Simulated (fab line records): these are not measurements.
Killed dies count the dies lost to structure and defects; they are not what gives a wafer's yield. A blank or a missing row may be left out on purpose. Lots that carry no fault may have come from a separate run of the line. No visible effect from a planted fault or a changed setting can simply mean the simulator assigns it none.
Shared-tool check / flow gf180mcu / 12 lots, 36 wafers sampled

THE REASON FOR OPENING IT
GF_PASSIVATION_THK_MEAS_01, reading PASSIVATION_CVD_00_THK: flagged on 2 of 12 lots. No-fault wafers: 1004 nm, standard deviation 13.
Rule: a lot is flagged in two cases, either no wafer of it has a number, or all its wafers with numbers fall more than 4 standard deviations from that mean. The rest of the lots are taken to be sound.

lot=L412; measured=day 27 21:34; on=film_metro-03; PASSIVATION_CVD_00_THK (nm), wafer by wafer=1006 1004 1016; flag=
lot=L414; measured=day 28 16:56; on=film_metro-04; PASSIVATION_CVD_00_THK (nm), wafer by wafer=1000 1001 1025; flag=
lot=L415; measured=day 29 04:34; on=film_metro-02; PASSIVATION_CVD_00_THK (nm), wafer by wafer=996 1001 1008; flag=
lot=L417; measured=day 29 21:50; on=film_metro-04; PASSIVATION_CVD_00_THK (nm), wafer by wafer=1007 992 997; flag=
lot=L416; measured=day 29 23:24; on=film_metro-03; PASSIVATION_CVD_00_THK (nm), wafer by wafer=1012 994 1019; flag=
lot=L418; measured=day 31 02:19; on=film_metro-03; PASSIVATION_CVD_00_THK (nm), wafer by wafer=996 1001 1004; flag=
lot=L420; measured=day 31 06:28; on=film_metro-03; PASSIVATION_CVD_00_THK (nm), wafer by wafer=999 1005 1012; flag=
lot=L424; measured=day 32 03:14; on=film_metro-03; PASSIVATION_CVD_00_THK (nm), wafer by wafer=1104 1121 1126; flag=FLAGGED
lot=L428; measured=day 32 22:19; on=film_metro-02; PASSIVATION_CVD_00_THK (nm), wafer by wafer=1102 1101 1120; flag=FLAGGED
lot=L431; measured=day 33 13:53; on=film_metro-04; PASSIVATION_CVD_00_THK (nm), wafer by wafer=993 980 1013; flag=
lot=L432; measured=day 33 15:14; on=film_metro-03; PASSIVATION_CVD_00_THK (nm), wafer by wafer=1004 1002 1023; flag=
lot=L434; measured=day 34 05:07; on=film_metro-04; PASSIVATION_CVD_00_THK (nm), wafer by wafer=985 1018 1004; flag=
Average over the flagged lots: 1112 nm; offset from the usual +108 nm, equal to +8 standard deviations.

EACH LOT AND THE TOOL IT RAN ON
Before the reading, the record contains 4 process steps out of a 602-step route. Read each cell as the tool, then ch plus the chambers that the sampled wafers visited, then the start.
lot=L412; flag=; GF_V5_CVD_02=pecvd-04 ch 0,1, day 26 01:08; GF_V5_ETCH_16=rie_diel-01 ch 1,2,3, day 26 22:45; GF_TOP_METAL_SPUTTER_02=pvd_sputter-03, day 27 00:16; GF_PASSIVATION_CVD_00=pecvd-01 ch 1,2, day 27 21:28
lot=L414; flag=; GF_V5_CVD_02=pecvd-02 ch 0,2, day 26 22:26; GF_V5_ETCH_16=rie_diel-01 ch 0,1, day 27 19:22; GF_TOP_METAL_SPUTTER_02=pvd_sputter-02, day 27 20:54; GF_PASSIVATION_CVD_00=pecvd-03 ch 0,1,2, day 28 16:51
lot=L415; flag=; GF_V5_CVD_02=pecvd-02 ch 0,2, day 27 11:11; GF_V5_ETCH_16=rie_diel-03 ch 0,1, day 28 06:53; GF_TOP_METAL_SPUTTER_02=pvd_sputter-03, day 28 08:25; GF_PASSIVATION_CVD_00=pecvd-04 ch 1,2, day 29 04:29
lot=L417; flag=; GF_V5_CVD_02=pecvd-01 ch 0,2, day 28 04:57; GF_V5_ETCH_16=rie_diel-01 ch 0,2,3, day 29 00:27; GF_TOP_METAL_SPUTTER_02=pvd_sputter-04, day 29 01:58; GF_PASSIVATION_CVD_00=pecvd-01 ch 0,1,2, day 29 21:46
lot=L416; flag=; GF_V5_CVD_02=pecvd-04 ch 0,1, day 28 07:26; GF_V5_ETCH_16=rie_diel-02 ch 1,3, day 29 02:37; GF_TOP_METAL_SPUTTER_02=pvd_sputter-03, day 29 04:07; GF_PASSIVATION_CVD_00=pecvd-01 ch 0,1, day 29 23:19
lot=L418; flag=; GF_V5_CVD_02=pecvd-01 ch 0,1, day 29 09:42; GF_V5_ETCH_16=rie_diel-01 ch 1,2,3, day 30 05:03; GF_TOP_METAL_SPUTTER_02=pvd_sputter-02, day 30 06:34; GF_PASSIVATION_CVD_00=pecvd-04 ch 0,2, day 31 02:10
lot=L420; flag=; GF_V5_CVD_02=pecvd-04 ch 0,1,2, day 29 14:04; GF_V5_ETCH_16=rie_diel-01 ch 0,1, day 30 09:32; GF_TOP_METAL_SPUTTER_02=pvd_sputter-02, day 30 11:24; GF_PASSIVATION_CVD_00=pecvd-03 ch 0,2, day 31 06:23
lot=L424; flag=FLAGGED; GF_V5_CVD_02=pecvd-02 ch 0,1,2, day 30 12:03; GF_V5_ETCH_16=rie_diel-02 ch 0,2,3, day 31 06:21; GF_TOP_METAL_SPUTTER_02=pvd_sputter-02, day 31 08:13; GF_PASSIVATION_CVD_00=pecvd-03 ch 0,1,2, day 32 03:08
lot=L428; flag=FLAGGED; GF_V5_CVD_02=pecvd-01 ch 0,1,2, day 31 08:14; GF_V5_ETCH_16=rie_diel-02 ch 0,2,3, day 32 02:30; GF_TOP_METAL_SPUTTER_02=pvd_sputter-02, day 32 04:22; GF_PASSIVATION_CVD_00=pecvd-03 ch 0,2, day 32 22:14
lot=L431; flag=; GF_V5_CVD_02=pecvd-02 ch 0,1,2, day 32 02:02; GF_V5_ETCH_16=rie_diel-03 ch 0,1,3, day 32 19:09; GF_TOP_METAL_SPUTTER_02=pvd_sputter-03, day 32 20:41; GF_PASSIVATION_CVD_00=pecvd-01 ch 0,1,2, day 33 13:48
lot=L432; flag=; GF_V5_CVD_02=pecvd-04 ch 0,1, day 32 02:52; GF_V5_ETCH_16=rie_diel-02 ch 1,2, day 32 20:27; GF_TOP_METAL_SPUTTER_02=pvd_sputter-02, day 32 21:58; GF_PASSIVATION_CVD_00=pecvd-01 ch 1,2, day 33 15:10
lot=L434; flag=; GF_V5_CVD_02=pecvd-04 ch 0,2, day 32 18:22; GF_V5_ETCH_16=rie_diel-02 ch 1,2,3, day 33 10:51; GF_TOP_METAL_SPUTTER_02=pvd_sputter-03, day 33 12:47; GF_PASSIVATION_CVD_00=pecvd-01 ch 0,2, day 34 05:02
What is done by these steps:
- GF_V5_CVD_02: deposits SiO2 from TEOS, target thk 1450 nm, time 163.28 s.
- GF_V5_ETCH_16: etches BARC in N2/H2.
- GF_TOP_METAL_SPUTTER_02: material AlCu, target thk 900 nm, time 47.82 s.
- GF_PASSIVATION_CVD_00: deposits SiO2 from TEOS, target thk 1000 nm, time 111.95 s.
- GF_PASSIVATION_THK_MEAS_01

FLAGGED OVER TOTAL, TOOL BY TOOL (the gauges that took the reading come last)
step=GF_V5_CVD_02; tool=pecvd-01; lots run=3; flagged=1; share of the flagged lots=some; sound lots run after its first flagged lot=0
step=GF_V5_CVD_02; tool=pecvd-02; lots run=4; flagged=1; share of the flagged lots=some; sound lots run after its first flagged lot=1 (L431)
step=GF_V5_CVD_02; tool=pecvd-04; lots run=5; flagged=0; share of the flagged lots=none; sound lots run after its first flagged lot=-
step=GF_V5_ETCH_16; tool=rie_diel-01; lots run=5; flagged=0; share of the flagged lots=none; sound lots run after its first flagged lot=-
step=GF_V5_ETCH_16; tool=rie_diel-02; lots run=5; flagged=2; share of the flagged lots=all; sound lots run after its first flagged lot=2 (L432,L434)
step=GF_V5_ETCH_16; tool=rie_diel-03; lots run=2; flagged=0; share of the flagged lots=none; sound lots run after its first flagged lot=-
step=GF_TOP_METAL_SPUTTER_02; tool=pvd_sputter-02; lots run=6; flagged=2; share of the flagged lots=all; sound lots run after its first flagged lot=1 (L432)
step=GF_TOP_METAL_SPUTTER_02; tool=pvd_sputter-03; lots run=5; flagged=0; share of the flagged lots=none; sound lots run after its first flagged lot=-
step=GF_TOP_METAL_SPUTTER_02; tool=pvd_sputter-04; lots run=1; flagged=0; share of the flagged lots=none; sound lots run after its first flagged lot=-
step=GF_PASSIVATION_CVD_00; tool=pecvd-01; lots run=6; flagged=0; share of the flagged lots=none; sound lots run after its first flagged lot=-
step=GF_PASSIVATION_CVD_00; tool=pecvd-03; lots run=4; flagged=2; share of the flagged lots=all; sound lots run after its first flagged lot=0
step=GF_PASSIVATION_CVD_00; tool=pecvd-04; lots run=2; flagged=0; share of the flagged lots=none; sound lots run after its first flagged lot=-
step=GF_PASSIVATION_THK_MEAS_01; tool=film_metro-02; lots run=2; flagged=1; share of the flagged lots=some; sound lots run after its first flagged lot=0
step=GF_PASSIVATION_THK_MEAS_01; tool=film_metro-03; lots run=6; flagged=1; share of the flagged lots=some; sound lots run after its first flagged lot=1 (L432)
step=GF_PASSIVATION_THK_MEAS_01; tool=film_metro-04; lots run=4; flagged=0; share of the flagged lots=none; sound lots run after its first flagged lot=-

WHAT THE TABLE PERMITS
All flagged lots were run by 3 table rows, namely rie_diel-02 at GF_V5_ETCH_16, pvd_sputter-02 at GF_TOP_METAL_SPUTTER_02, pecvd-03 at GF_PASSIVATION_CVD_00.
- rie_diel-02 at GF_V5_ETCH_16 ran 5 lots, 2 of them flagged. Lots that were sound ran on it after the first flagged one (L432, L434); a persistent fault on the entire tool would not allow that.
- pvd_sputter-02 at GF_TOP_METAL_SPUTTER_02 ran 6 lots, 2 of them flagged. Lots that were sound ran on it after the first flagged one (L432); a persistent fault on the entire tool would not allow that.
- pecvd-03 at GF_PASSIVATION_CVD_00 ran 4 lots, 2 of them flagged. It ran its last sound lot, L420, at day 31 06:23 and its first flagged lot, L424, at day 32 03:08: a fault with its onset between the two fits. Its own readings lie more than 4 standard deviations out on every wafer of the flagged lots: rf_fwd_power_W.
Just one tool remains: pecvd-03 at GF_PASSIVATION_CVD_00.

WHAT WAS PUT IN BY THE SIMULATOR
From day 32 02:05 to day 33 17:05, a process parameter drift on pecvd-03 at GF_PASSIVATION_CVD_00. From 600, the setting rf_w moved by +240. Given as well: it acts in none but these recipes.
Lots struck among those shown: L424, L428. The same result came from the rule above.
